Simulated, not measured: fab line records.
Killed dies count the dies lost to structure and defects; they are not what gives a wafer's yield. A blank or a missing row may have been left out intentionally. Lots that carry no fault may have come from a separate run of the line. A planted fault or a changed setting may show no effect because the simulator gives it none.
The tool behind it: which one? -- flow gf180mcu -- Sampling: 14 lots, 42 wafers, 2 of 602 route steps

== WHAT EACH GAUGE READ, for each wafer ==
GF_V5_BOW_MEAS_05.
lot,measured,on,V5_BOW (um)
L893,day 26 16:59,filmMetro-04,123 121 114
L894,day 27 02:41,filmMetro-03,124 141 129
L895,day 27 06:14,filmMetro-02,137 122 125
L896,day 27 14:59,filmMetro-04,133 131 129
L898,day 28 04:54,filmMetro-02,144 151 138
L900,day 28 15:24,filmMetro-02,119 118 131
L902,day 29 08:25,filmMetro-04,132 144 113
L910,day 31 12:17,filmMetro-02,133 142 145
L912,day 32 02:20,filmMetro-02,137 133 136
L914,day 32 09:28,filmMetro-04,134 131 134
L916,day 32 21:40,filmMetro-02,137 130 128

== EACH LOT AND THE TOOL THAT RAN IT (in order: tool; ch and the chambers of the sampled wafers; start) ==
lot,GF_DUAL_GATE_DEVELOP_10
L893,"lithoTrack-03 ch 0, day 8 08:04"
L894,"lithoTrack-04 ch 0, day 8 15:43"
L895,"lithoTrack-04 ch 0, day 9 01:34"
L896,"lithoTrack-03 ch 0, day 9 10:37"
L898,"lithoTrack-04 ch 0, day 9 18:04"
L900,"lithoTrack-04 ch 0, day 10 05:04"
L901,"lithoTrack-04 ch 0, day 10 17:15"
L902,"lithoTrack-01 ch 0, day 10 21:05"
L904,"lithoTrack-04 ch 0, day 11 13:42"
L905,"lithoTrack-04 ch 0, day 11 18:54"
L910,"lithoTrack-01 ch 0, day 13 03:58"
L912,"lithoTrack-01 ch 0, day 13 21:45"
L914,"lithoTrack-01 ch 0, day 14 08:13"
L916,"lithoTrack-04 ch 0, day 14 23:15"
- GF_DUAL_GATE_DEVELOP_10: develop time 60 s.

== WHAT THE TOOLS THEMSELVES READ (means of the sampled wafers that have a number; where no wafer has one, the mark that the record gives instead) ==
GF_DUAL_GATE_DEVELOP_10.
lot,tool,chillPlateTempC (C)
L893,lithoTrack-03,23.02
L894,lithoTrack-04,23.18
L895,lithoTrack-04,22.89
L896,lithoTrack-03,22.98
L898,lithoTrack-04,23.02
L900,lithoTrack-04,23.08
L901,lithoTrack-04,23.12
L902,lithoTrack-01,23.19
L904,lithoTrack-04,22.90
L905,lithoTrack-04,22.98
L910,lithoTrack-01,23.04
L912,lithoTrack-01,22.82
L914,lithoTrack-01,23.01
L916,lithoTrack-04,23.14

== THE ANSWER, worked out from the rows above alone ==
Rule: the usual values come from the lots themselves. Put in order of their means at a reading, lots are off if they are a third of the lots or fewer, leave a main group of 4 or more, and stand apart from it by a gap of 3 or more times the standard deviation of the main group's means; of several such gaps the widest counts. A main group whose means are all the same, to the digits that the tables above print for the reading, isn't used. A lot without any number at a reading at which 4 lots or more have one is off too. All remaining lots with rows at the step are treated as sound. Order of review: gauges by route order, followed by the tools' own readings, for which a lot's mean as printed above is used. The first step at which some lot is off is used, and at that step the reading that is off furthest; a lot without a number counts as furthest.
None of the lots is off at any reading shown; this tells nothing.

== WHAT THE SIMULATOR HAD INSERTED ==
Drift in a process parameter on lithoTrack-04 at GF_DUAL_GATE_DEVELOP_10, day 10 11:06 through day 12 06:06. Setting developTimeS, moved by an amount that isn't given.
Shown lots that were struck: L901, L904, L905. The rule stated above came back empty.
